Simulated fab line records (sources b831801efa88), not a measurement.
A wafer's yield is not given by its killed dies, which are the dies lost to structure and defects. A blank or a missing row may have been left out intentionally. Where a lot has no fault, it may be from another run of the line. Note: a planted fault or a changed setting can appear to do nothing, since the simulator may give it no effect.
A lot that was struck, set against a sound lot :: flow sky130 :: 15 out of 708 route steps
Sound: the wafers L232.1, L232.4, L232.5. The struck wafers were L239.1, L239.3, L239.4. The cause comes at the end.
For every step that has rows: the tool of each side, followed by ch and its chambers, followed by its first start. Under that, the readings that differ: sound wafers :: struck wafers :: difference of the means :: sigmas: that difference in standard deviations of wafers without a fault.
alike: a reading whose means differ by less than 2 such deviations, as well as words and numbers matching on both sides. not compared: withheld readings; readings where some wafer has no value; bounds like >300 that might hide an equal value; numbers whose values overlap and for which the record gives no deviation.
Wherever a step has rows on one side only, a row that says differs or no value, or a row with sigmas, the two part there. Non-overlapping numbers with no deviation appear without sigmas and do not part them. Lack of a reading on every wafer of one side parts them only where that side has two or more wafers.

first, 4 steps without rows for these wafers: SKY_PWDE_SOFTBAKE_03; SKY_PWDE_EXPOSE_04 (exposes mask PWDEM, target cd 840 nm); SKY_PWDE_PEB_05; SKY_PWDE_DEVELOP_06 (develop time 60 s).
SKY_PWDE_OVL_MEAS_07:
  sound on overlay-01 at day 5 13:08; struck on overlay-01 at day 7 13:23
  alike: PWDE_OVL
then, 1 step without rows for these wafers: SKY_PWDE_IMPLANT_08.
SKY_PWDE_STRIP_09: strips in O2/N2.
  sound on plasma-asher-02 ch 0,1, day 5 13:20; struck on plasma-asher-02 ch 0,1, day 7 13:35
  alike: drypump-motor-current-A, o2-flow-sccm, oes-product-au, strip-time-to-endpoint-s
  not compared: rf-hours-counter-h
SKY_PWDE_TW_MEAS_10:
  sound on film-metro-04 at day 5 13:26; struck on film-metro-04 at day 7 13:41
  alike: PWDE_TW
then, 4 steps without rows for these wafers: SKY_NWELL_DEHYDRATE_03 (time 60 s); SKY_NWELL_HMDS_04 (prime time 60 s); SKY_NWELL_COAT_05 (resist thk 3000 nm); SKY_NWELL_SOFTBAKE_06.
SKY_NWELL_EXPOSE_07: exposes mask NWM, target cd 840 nm.
  sound on iline-stepper-02 ch 0, day 5 21:38; struck on iline-stepper-02 ch 0, day 7 23:58
reading: mask
sound: NWM#0 NWM#0 NWM#0
struck: NWM_R1#0 NWM_R1#0 NWM_R1#0
difference: differs
sigmas: 
  alike: reticle-temp-C
then, 1 step without rows for these wafers: SKY_NWELL_PEB_08.
-- the record jumps here: 42 days lie between the struck wafers' starts before and after (it left off in module NWELL and takes up again in module PAD_OPEN, whose first step shown is number 708 of the route) --
SKY_PAD_OPEN_PROBE_99:
  sound on prober-02 at day 47 17:16; struck on prober-02 at day 49 18:25
reading: model.etest.nfet_16v.r-on-ohm-um
sound: 1.41e+04 1.402e+04 1.418e+04
struck: 1.457e+04 1.445e+04 1.448e+04
difference: +4.000e+02
sigmas: 

reading: model.etest.pfet_16v.r-on-ohm-um
sound: 1.515e+04 1.513e+04 1.509e+04
struck: 1.441e+04 1.418e+04 1.436e+04
difference: -8.067e+02
sigmas: 

reading: model.etest.res-nwell.line-ohm-um
sound: 1117 1115 1118
struck: 1289 1272 1272
difference: +161
sigmas: 

reading: model.etest.res-nwell.width-nm (nm)
sound: 826.1 827.3 822.3
struck: 734.6 732.4 737.1
difference: -90.5
sigmas: 

reading: model.etest.res-iso-pwell.width-nm (nm)
sound: 2638 2649 2662
struck: 2721 2714 2716
difference: +67
sigmas: 

reading: model.etest.pfet_16v.drive-ua-um
sound: 243.3 242.9 244.4
struck: 262.9 265.5 261.3
difference: +19.7
sigmas: 

reading: model.etest.nfet_16v.drive-ua-um
sound: 226.7 227.8 224.4
struck: 219.9 220.4 218.3
difference: -6.8
sigmas: 
  alike: killed_at_M0_to_M3, killed_at_M4_up, killed-at-contacts, killed-at-front-end, killed-at-other, killed-dies, killed-on-rim, killed-open, killed-short

## WHERE THEY PART
Only at SKY_NWELL_EXPOSE_07, within this record. Later steps at which nothing parts them and some readings are alike: SKY_PAD_OPEN_PROBE_99.

WHY: the cause the simulator had injected
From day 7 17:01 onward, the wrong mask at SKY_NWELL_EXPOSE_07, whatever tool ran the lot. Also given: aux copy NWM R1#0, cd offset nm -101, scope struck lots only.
